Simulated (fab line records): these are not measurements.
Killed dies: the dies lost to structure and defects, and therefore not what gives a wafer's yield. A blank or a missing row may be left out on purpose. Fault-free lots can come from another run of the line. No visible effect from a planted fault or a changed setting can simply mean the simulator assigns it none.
A struck lot beside a sound one :: flow gf180mcu :: 14 steps out of a route of 602
Sound: these wafers, L501.2, L501.5, L501.6. Struck: wafer L503.2 (left out: L503.4, L503.5 of the same lot, which were not struck); the cause appears at the end.
Each step with rows lists, per side, the tool, then ch with its chambers, then its first start. Under that, the readings that differ: sound wafers :: struck wafers :: difference of the means :: sigmas: that difference in standard deviations of wafers without a fault.
alike: same words and numbers on both sides, and readings whose means sit less than 2 such deviations apart. not compared: any withheld reading, any reading some wafer has no value for, any bound like >300 that may hide the same value, and any number with overlapping values for which the record gives no deviation.
Wherever a step has rows on one side only, a row that says differs or no value, or a row with sigmas, the two part there. Non-overlapping numbers with no deviation appear without sigmas and do not part them. Lack of a reading on every wafer of one side parts them only where that side has two or more wafers.

first, 4 steps without rows for these wafers: GF_V4_SOFTBAKE_10 (time 60 s); GF_V4_EXPOSE_11 (exposes mask Via4, target cd 260 nm); GF_V4_PEB_12 (peb time 90 s); GF_V4_DEVELOP_13 (develop time 60 s).
GF_V4_CD_MEAS_14: the cd target is 260 nm.
  sound: cdSem-01 at day 26 01:02; struck: cdSem-02 at day 27 08:26
  alike: cdNm
GF_V4_OVL_MEAS_15:
  sound: overlay-02 at day 26 01:08; struck: overlay-01 at day 27 08:32
  alike: V4_OVL
GF_V4_ETCH_16: etches BARC in N2/H2.
  sound on rieDiel-03 ch 0,2,3, day 26 01:10; struck on rieDiel-01 ch 3, day 27 08:34
  alike: biasW, drypumpMotorCurrentA, oesProductAu, throttleValvePct
GF_V4_ETCH_17: etches SiO2 in C4F8/O2/Ar, stops on TiN, target depth 630 nm.
  sound on rieDiel-03 ch 0,2,3; struck on rieDiel-01 ch 3
  alike: biasW, oesProductAu
GF_V4_STRIP_18: strips in O2/N2.
  sound on plasmaAsher-04 ch 0,1, day 26 01:18; struck on plasmaAsher-01 ch 0, day 27 08:41
reading: drypumpMotorCurrentA (A)
sound: 4.8 4.8 5.8
struck: 6.4
difference: +1.3
sigmas: +2
  alike: heaterPowerW, oesProductAu
  not compared: rfHoursCounterH
then, 2 steps without rows for these wafers: GF_V4_STRIP_19 (strips in post etch residue remover, time 1200 s); GF_V4_CLEAN_20 (cleans in DIW).
GF_V4_SPUTTER_21: material Ti, target thk 15 nm, time 80.02 s.
  sound: pvdSputter-01 at day 26 01:55; struck: pvdSputter-01 at day 27 09:14
  alike: chamberPressurePa, throttleValvePct
GF_V4_SPUTTER_22: material TiN, target thk 10 nm, time 40 s.
  sound: pvdSputter-01 at day 26 01:58; struck: pvdSputter-01 at day 27 09:17
reading: chamberPressurePa (Pa)
sound: 4.994 4.995 4.995
struck: 4.432
difference: -0.563
sigmas: -47

reading: model.TiN_of_V4_SPUTTER_22.thkNm (nm)
sound: 9.998 9.992 9.974
struck: 10.9
difference: +0.9
sigmas: 
  alike: throttleValvePct
GF_V4_CVD_23: deposits W, target thk 350 nm, time 104.9 s.
  sound on cvdW-02 ch 1, day 26 02:03; struck on cvdW-02 ch 0, day 27 09:20
  alike: chamberPressureTorr, heaterPowerOuterW, heaterPowerW

WHERE THEY PART
First at GF_V4_STRIP_18; last, within this record, at GF_V4_SPUTTER_22. Later steps at which nothing parts them and some readings are alike: GF_V4_CVD_23.

WHY: what had been put in by the simulator
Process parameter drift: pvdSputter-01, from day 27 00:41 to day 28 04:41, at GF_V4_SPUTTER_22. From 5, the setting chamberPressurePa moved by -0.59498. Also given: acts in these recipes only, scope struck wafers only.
